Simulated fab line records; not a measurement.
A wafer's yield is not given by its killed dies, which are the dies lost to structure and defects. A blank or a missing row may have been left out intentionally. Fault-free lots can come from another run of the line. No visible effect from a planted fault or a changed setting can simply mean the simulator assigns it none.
Which tool did it? | flow gf180mcu | 6 lots, 18 wafers sampled, at 2 steps of a route of 602

## WHAT EACH GAUGE READ, for each wafer
GF_MIM_RS_MEAS_10: a four-point-probe measurement.
lot  | measured     | on            | MIM_ALCU_RS (ohm/sq)
L922 | day 25 07:27 | film metro-02 | 0.1561 0.1573 0.1558
L927 | day 26 21:12 | film metro-02 | 0.1570 0.1564 0.1604
L929 | day 27 23:20 | film metro-03 | 0.1592 0.1618 0.1581
L937 | day 29 23:41 | film metro-03 | 0.1584 0.1578 0.1616
L939 | day 30 08:53 | film metro-03 | 0.1593 0.1593 0.1587
L943 | day 31 10:47 | film metro-02 | 0.1581 0.1589 0.1585

## WHAT TOOL EACH LOT RAN ON (gives the tool, then ch and the chambers of the sampled wafers, and finally the start)
lot  | GF_V4_CMP_04
L922 | cmp-01 ch 0,1,3, day 24 07:59
L927 | cmp-01 ch 0,1,2, day 25 21:58
L929 | cmp-01 ch 0,1, day 27 01:04
L937 | cmp-01 ch 1,2,3, day 29 02:39
L939 | cmp-02 ch 0,1,2, day 29 12:35
L943 | cmp-01 ch 1,2, day 30 15:10
- GF_V4_CMP_04: polishes SiO2.

## THE ANSWER, worked out from the rows above alone
Rule: the lots themselves supply what counts as usual. Put in order of their means at a reading, lots are off if they are a third of the lots or fewer, leave a main group of 4 or more, and stand apart from it by a gap of 3 or more times the standard deviation of the main group's means; of several such gaps the widest counts. If all means in a main group match to the digits the tables above print for the reading, that group is not used. Also off: a lot with no number at a reading for which 4 or more lots have one. All remaining lots with rows at the step are treated as sound.
No lot is off on any of the readings shown, so nothing can be concluded from this.

## WHAT HAD BEEN PUT IN BY THE SIMULATOR
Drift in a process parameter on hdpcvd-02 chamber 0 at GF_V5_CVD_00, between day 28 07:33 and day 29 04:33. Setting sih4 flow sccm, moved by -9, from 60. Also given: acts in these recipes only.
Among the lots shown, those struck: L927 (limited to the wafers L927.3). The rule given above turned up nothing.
